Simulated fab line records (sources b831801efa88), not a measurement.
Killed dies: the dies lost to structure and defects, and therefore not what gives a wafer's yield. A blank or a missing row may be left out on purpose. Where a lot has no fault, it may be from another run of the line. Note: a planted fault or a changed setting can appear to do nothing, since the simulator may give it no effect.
A struck lot beside a sound one    flow sky130    18 steps out of a route of 708
Sound: wafers L886.1, L886.3, L886.6. Struck: wafer L900.5 (left out: L900.1, L900.6 of the same lot, which were not struck); the cause appears at the end.
Each step with rows lists, per side, the tool, then ch with its chambers, then its first start. Under that, the readings that differ: sound wafers    struck wafers    difference of the means    sigmas: that difference in standard deviations of wafers without a fault.
alike: a reading whose means differ by less than 2 such deviations, as well as words and numbers matching on both sides. not compared: withheld readings; readings where some wafer has no value; bounds like >300 that might hide an equal value; numbers whose values overlap and for which the record gives no deviation.
A row with sigmas, a row that says differs or no value, or rows on one side alone: a step with any of these is where the two part. Numbers that have no deviation but don't overlap get no sigmas and don't part them. A reading that every wafer of one side lacks parts them only if that side has two wafers or more.

first, 5 steps without rows for these wafers: SKY_VIA4_COAT_06 (resist thk 1140 nm); SKY_VIA4_SOFTBAKE_07 (time 60 s); SKY_VIA4_EXPOSE_08 (exposes mask VIM4, target cd 800 nm); SKY_VIA4_PEB_09; SKY_VIA4_DEVELOP_10 (develop time 60 s).
SKY_VIA4_OVL_MEAS_11:
  sound: overlay-02 at day 44 06:23; struck: overlay-02 at day 47 19:01
  alike: VIA4_OVL
SKY_VIA4_ETCH_12: etches SiO2 in C4F8/O2/Ar, stops on TiN, target depth 580 nm.
  sound on rie diel-03 ch 1,2, day 44 06:25; struck on rie diel-04 ch 1, day 47 19:04
  alike: bias w, oes product au
SKY_VIA4_STRIP_13: strips in O2/N2.
  sound on plasma asher-03 ch 1, day 44 06:29; struck on plasma asher-04 ch 0, day 47 19:08
  alike: drypump motor current A, oes product au, strip time to endpoint s
  not compared: rf hours counter h
then, 3 steps without rows for these wafers: SKY_VIA4_STRIP_14 (strips in post etch residue remover, time 1200 s); SKY_VIA4_CLEAN_15 (cleans in IPA, time 180 s); SKY_VIA4_CLEAN_16 (cleans in O3/DIW).
SKY_VIA4_SPUTTER_17: material TiN, target thk 20 nm, time 80 s.
  sound: pvd sputter-03 at day 44 07:05; struck: pvd sputter-01 at day 47 19:52
  alike: throttle valve pct
SKY_VIA4_CVD_18: deposits W, target thk 505 nm, time 152.14 s.
  sound on cvd w-02 ch 0, day 44 07:09; struck on cvd w-01 ch 1, day 47 19:56
reading                             sound            struck  difference  sigmas
model.W_of_VIA4_CVD_18.thk nm (nm)  497 497.1 495.6  823.5   +326.9      
  alike: heater power w
SKY_VIA4_RS_MEAS_19: uses a four-point probe to measure.
  sound: film metro-03 at day 44 07:18; struck: film metro-02 at day 47 20:08
reading             sound                 struck  difference  sigmas
VIA4_W_RS (ohm/sq)  0.2295 0.2298 0.2301  0.1385  -0.0913     -41
SKY_VIA4_THK_MEAS_20: measures by xrf.
  sound: film metro-03 at day 44 07:25; struck: film metro-02 at day 47 20:16
reading          sound        struck  difference  sigmas
VIA4_W_THK (nm)  482 481 481  785     +304        +51
SKY_VIA4_CMP_21: polishes, stops on SiO2, t overpolish 25 s, target thk 0 nm.
  sound on cmp-01 ch 0,2,3, day 44 07:35; struck on cmp-02 ch 0, day 47 20:22
reading                  sound              struck  difference  sigmas
head pressure psi (psi)  3.488 3.500 3.490  3.510   +0.017      +2
time to endpoint s (s)   120 110 117        201     +85         +16
  alike: motor current A, slurry filter dp kPa
SKY_METAL5_SPUTTER_00: material Ti, target thk 15 nm, time 10 s.
  sound: pvd sputter-01 at day 44 07:47; struck: pvd sputter-01 at day 47 20:40
  alike: throttle valve pct
-- the record jumps here: 3 days lie between the struck wafers' starts before and after (it left off in module METAL5 and takes up again in module PAD_OPEN, whose first step shown is number 708 of the route) --
SKY_PAD_OPEN_PROBE_99:
  sound: prober-01 at day 47 04:13; struck: prober-01 at day 50 10:54
  alike: defect limited yield, killed_at_M0_to_M3, killed_at_M4_up, killed at contacts, killed at front end, killed at other, killed dies, killed open, killed short, sort_bin_3_pad_short, sort_bin_5_function, sort_bin_6_memory, sort n pass, sort yield pct

WHERE THEY PART
Last at SKY_VIA4_CMP_21 as far as this record goes, first at SKY_VIA4_RS_MEAS_19. Later steps at which nothing parts them and some readings are alike: SKY_METAL5_SPUTTER_00, SKY_PAD_OPEN_PROBE_99.

WHY: the cause the simulator had injected
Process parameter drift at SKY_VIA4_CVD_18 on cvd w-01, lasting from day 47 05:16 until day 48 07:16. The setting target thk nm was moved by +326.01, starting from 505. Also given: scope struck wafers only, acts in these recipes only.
